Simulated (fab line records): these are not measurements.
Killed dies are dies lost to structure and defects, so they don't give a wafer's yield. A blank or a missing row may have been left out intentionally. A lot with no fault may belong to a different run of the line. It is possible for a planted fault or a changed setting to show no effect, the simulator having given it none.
Code-filled problem report in 8D (eight disciplines) form	flow gf180mcu	the parts of the form that need people (team, actions taken, sign-off) are left out

1. WHAT WENT WRONG
overpolish run s at GF_V5_CMP_26 reads a mean of 20.569 s on 6 wafers of 2 lots; wafers without a fault read 15.000 s with a standard deviation of 0.01. That is +99 or more standard deviations from the usual mean.
The step: polishes, stops on SiO2, t overpolish 15 s, target thk 0 nm.
Seen first at day 30 10:20 on cmp-01, wafer L270.4. At this step, 36 wafers from 12 lots have a number in the record. Rule for "out", or "out of limits": more than 4 standard deviations from the usual mean. All remaining wafers that have a number are taken as sound.

2. WHAT IT IS; WHAT IT IS NOT
question	is	is not
which readings at this step	overpolish run s	motor current A
which lots	L270, L271	L260, L261, L262, L264, L269, L272, L273, L274, L277, L283
which wafers of those lots	all that have a number	-
read on which tools	cmp-01	cmp-02
when	from day 30 10:20	up to then (15 sound wafers); but 15 sound wafers of L272, L273, L274, L277, L283 came after

3. WHAT RULES OUT EACH SUSPECT
Counting: any tool at a process step up to the reading is kept as a suspect provided that every lot that is out went through it and no sound lot did after the first of them.
- plasma asher-04 at GF_V5_STRIP_18 (strips in O2/N2): ruled out as a lasting fault. Sound lots L283 ran on it after its first lot that is out, L270 (day 30 09:23).
- cmp-01 at GF_V5_CMP_26 (polishes, stops on SiO2, t overpolish 15 s, target thk 0 nm): ruled out as a lasting fault. Sound lots L283 ran on it after its first lot that is out, L270 (day 30 10:20).
Left after counting: nothing in the record.

4. THE CAUSE (what the simulator had put in)
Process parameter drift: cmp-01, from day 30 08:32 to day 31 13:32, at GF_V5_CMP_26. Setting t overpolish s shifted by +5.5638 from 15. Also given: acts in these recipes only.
Counting ruled it out, wrongly.

5. SEQUENCE OF EFFECTS, ordered by route
One row per reading whose mean, taken over the struck wafers that have a number, lies over 3 standard deviations from the usual. Scope: only readings with a usual standard deviation given in the record; hours: median across lots of the time from each lot's start at the first step in this table that gives one to its start at this step; sigmas: change in usual standard deviations.
hours	step	reading	usual	on struck wafers	change	sigmas
0	GF_V5_CMP_26	overpolish run s	15.000 s	20.569	+5.569	+99 or more
The process steps in it:
- GF_V5_CMP_26: polishes, stops on SiO2, t overpolish 15 s, target thk 0 nm.
Later measuring or inspecting steps at which every struck wafer that the step has a row for has a number for every such reading, and none has moved that far: GF_TOP_METAL_CD_MEAS_14.

6. HOW IT WOULD HAVE BEEN CAUGHT EARLIER
2 hours passed between the start of the fault at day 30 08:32 and the first reading out of limits in this record, taken at day 30 10:20.
